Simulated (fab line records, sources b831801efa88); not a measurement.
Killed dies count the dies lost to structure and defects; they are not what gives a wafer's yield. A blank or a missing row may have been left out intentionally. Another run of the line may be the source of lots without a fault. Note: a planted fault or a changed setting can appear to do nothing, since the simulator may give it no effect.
Comparing a struck lot with a sound one || flow sky130 || 20 out of 708 route steps
Sound: the wafers L697.3, L697.5, L697.6. Struck: wafer L708.5. (L708.4, L708.6 of the same lot were not struck and are left out.) The cause comes at the end.
At each step with rows: each side's tool, then ch and its chambers, then its first start. Under that, the readings that differ: sound wafers || struck wafers || difference of the means || sigmas: that difference in standard deviations of wafers without a fault.
alike: readings with means less than 2 such deviations apart, plus words and numbers identical on both sides. not compared: withheld readings, readings lacking a value on some wafer, bounds such as >300 that could conceal the same value, and numbers that have no deviation in the record and whose values overlap.
The two part at a step that has a row with sigmas, a row that says differs or no value, or rows on one side only. Non-overlapping numbers with no deviation appear without sigmas and do not part them. A reading missing from all wafers of one side parts the sides only when that side holds two or more wafers.

first, 4 steps without rows for these wafers: SKY_METAL3_STRIP_20 (strips in post etch residue remover, time 1200 s); SKY_METAL3_CLEAN_21 (cleans in IPA, time 180 s); SKY_METAL3_CLEAN_22 (cleans in O3/DIW); SKY_VIA3_HDPCVD_00 (deposits SiO2, target thk 1635 nm, time 272.5 s).
SKY_VIA3_THK_MEAS_01:
  sound: film metro-04 at day 40 01:27; struck: film metro-02 at day 42 21:10
  alike: VIA3_HDPCVD_THK
SKY_VIA3_CMP_02: polishes SiO2.
  sound on cmp-01 ch 0,1, day 40 01:29; struck on cmp-02 ch 3, day 42 21:14
  alike: motor current A, slurry flow ml min
SKY_VIA3_BOW_MEAS_03:
  sound: film metro-02 at day 40 01:50; struck: film metro-03 at day 42 21:33
  alike: VIA3_BOW
then, 5 steps without rows for these wafers: SKY_VIA3_DEHYDRATE_04 (time 60 s); SKY_VIA3_HMDS_05 (prime time 60 s); SKY_VIA3_COAT_06 (resist thk 60 nm); SKY_VIA3_COAT_07 (resist thk 450 nm); SKY_VIA3_SOFTBAKE_08 (time 90 s).
SKY_VIA3_EXPOSE_09: exposes mask VIM3, target cd 200 nm.
  sound on krf scanner-02 ch 0, day 40 15:25; struck on krf scanner-02 ch 0, day 43 09:18
  alike: mask, reticle temp C
then, 2 steps without rows for these wafers: SKY_VIA3_PEB_10; SKY_VIA3_DEVELOP_11 (develop time 60 s).
SKY_VIA3_CD_MEAS_12 targets a cd of 200 nm.
  sound: cd sem-02 at day 41 02:05; struck: cd sem-02 at day 43 21:49
{"reading": "cd nm (nm)", "sound": "198.9 198.5 198.2", "struck": 155.8, "difference": -42.7, "sigmas": -33}
SKY_VIA3_OVL_MEAS_13:
  sound: overlay-02 at day 41 02:11; struck: overlay-02 at day 43 21:53
  alike: VIA3_OVL
SKY_VIA3_ETCH_14: etches BARC in N2/H2, stops on SiO2, time 45.9 s, target depth 60 nm.
  sound on rie diel-01 ch 2,3, day 41 02:12; struck on rie diel-01 ch 1, day 43 21:55
{"reading": "model.VIA3.cd nm (nm)", "sound": "197.6 197.8 197.1", "struck": 156.6, "difference": -40.9, "sigmas": ""}
  alike: drypump motor current A, n2 flow sccm, oes product au, throttle valve pct
  not compared: rf hours counter h
SKY_VIA3_ETCH_15: etches SiO2 in C4F8/O2/Ar, stops on TiN, target depth 507 nm, time 78 s.
  sound on rie diel-01 ch 2,3, day 41 02:14; struck on rie diel-01 ch 1, day 43 21:57
{"reading": "model.VIA3.cd nm (nm)", "sound": "195.1 195.4 196.5", "struck": 156, "difference": -40, "sigmas": ""}
  alike: oes product au
  not compared: rf hours counter h
SKY_VIA3_STRIP_16: strips in O2/N2.
  sound on plasma asher-01 ch 0,1, day 41 02:20; struck on plasma asher-02 ch 0, day 43 22:02
  alike: drypump motor current A, n2 flow sccm, oes product au, strip time to endpoint s
  not compared: rf hours counter h

WHERE THEY PART
SKY_VIA3_CD_MEAS_12 only, going by this record. Later steps at which nothing parts them and some readings are alike: SKY_VIA3_OVL_MEAS_13, SKY_VIA3_ETCH_14, SKY_VIA3_ETCH_15, SKY_VIA3_STRIP_16.

WHY: what the simulator had put in
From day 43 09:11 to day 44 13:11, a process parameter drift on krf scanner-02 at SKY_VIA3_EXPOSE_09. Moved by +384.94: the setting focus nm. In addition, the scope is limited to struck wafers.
